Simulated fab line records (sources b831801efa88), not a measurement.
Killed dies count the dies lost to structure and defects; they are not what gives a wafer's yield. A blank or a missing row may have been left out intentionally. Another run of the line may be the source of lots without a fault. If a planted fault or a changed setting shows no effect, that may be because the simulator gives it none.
The tool behind it: which one? -- flow sky130 -- 12 lots with 36 wafers sampled at 3 steps, on a route of 708 steps

== WHAT THE GAUGES READ, wafer by wafer ==
SKY_VIA2_THK_MEAS_23: measures by xrf.
lot,measured,on,VIA2_W_THK (nm)
L958,day 36 12:09,film metro-01,410 417 407
L960,day 37 13:34,film metro-04,403 414 408
L962,day 37 20:04,film metro-04,405 414 407
L964,day 38 04:11,film metro-04,415 412 410
L965,day 38 20:14,film metro-04,407 406 411
L970,day 40 10:34,film metro-04,405 413 407
L972,day 41 02:16,film metro-03,394 398 402
L974,day 41 14:46,film metro-03,405 403 399
L978,day 42 10:01,film metro-01,413 416 414
L977,day 42 11:47,film metro-04,408 409 409
L980,day 44 03:20,film metro-04,405 409 416
L981,day 44 05:06,film metro-03,407 416 415

SKY_CAPM_THK_MEAS_01.
lot,measured,on,CAPM_CVD_00_THK (nm)
L958,day 36 12:41,film metro-02,15.40 15.64 15.52
L960,day 37 14:06,film metro-01,15.58 15.64 15.86
L962,day 37 20:36,film metro-03,15.19 15.67 15.63
L964,day 38 04:43,film metro-01,15.43 15.25 15.65
L965,day 38 20:46,film metro-02,15.13 15.37 15.31
L970,day 40 11:10,film metro-02,15.45 15.60 15.68
L972,day 41 02:48,film metro-02,15.29 15.31 15.51
L974,day 41 15:19,film metro-01,15.54 15.81 15.68
L978,day 42 10:33,film metro-01,14.87 15.11 15.24
L977,day 42 12:20,film metro-03,15.13 15.50 15.62
L980,day 44 03:52,film metro-01,15.37 15.45 15.66
L981,day 44 05:38,film metro-03,15.38 15.56 15.77

== EACH LOT AND THE TOOL THAT RAN IT (in order: tool; ch and the chambers of the sampled wafers; start) ==
lot,SKY_METAL3_SPUTTER_00
L958,"pvd sputter-04, day 36 12:29"
L960,"pvd sputter-02, day 37 13:55"
L962,"pvd sputter-02, day 37 20:25"
L964,"pvd sputter-02, day 38 04:32"
L965,"pvd sputter-02, day 38 20:34"
L970,"pvd sputter-02, day 40 10:59"
L972,"pvd sputter-02, day 41 02:37"
L974,"pvd sputter-04, day 41 15:07"
L978,"pvd sputter-01, day 42 10:21"
L977,"pvd sputter-04, day 42 12:08"
L980,"pvd sputter-01, day 44 03:41"
L981,"pvd sputter-01, day 44 05:28"
- SKY_METAL3_SPUTTER_00: material Ti, target thk 15 nm, time 10 s.

== WHAT THE TOOLS THEMSELVES READ (means of the sampled wafers that have a number; where no wafer has one, the mark that the record gives instead) ==
SKY_METAL3_SPUTTER_00.
lot,tool,throttle valve pct (%)
L958,pvd sputter-04,29.9
L960,pvd sputter-02,28.6
L962,pvd sputter-02,28.8
L964,pvd sputter-02,28.9
L965,pvd sputter-02,29.6
L970,pvd sputter-02,28.8
L972,pvd sputter-02,28.6
L974,pvd sputter-04,30.1
L978,pvd sputter-01,30.5
L977,pvd sputter-04,30.0
L980,pvd sputter-01,30.6
L981,pvd sputter-01,29.9

== THE ANSWER, worked out from the rows above alone ==
Rule: the usual values come from the lots themselves. The widest of any qualifying gaps counts: lots, ordered by their means at a reading, are off when they make up no more than a third of the lots, leave a main group of 4 or more, and stand apart from it by 3 or more times the standard deviation of that group's means. A main group whose means are all the same, to the digits that the tables above print for the reading, isn't used. A lot without any number at a reading at which 4 lots or more have one is off too. All remaining lots with rows at the step are treated as sound. The gauges are gone through in route order, then the tools' own readings, and for those a lot's mean is taken as printed above. The first step at which some lot is off is used, and at that step the reading that is off furthest; a lot without a number counts as furthest.
No lot is off at any reading shown: from this, nothing can be told.

== WHAT THE SIMULATOR PUT IN ==
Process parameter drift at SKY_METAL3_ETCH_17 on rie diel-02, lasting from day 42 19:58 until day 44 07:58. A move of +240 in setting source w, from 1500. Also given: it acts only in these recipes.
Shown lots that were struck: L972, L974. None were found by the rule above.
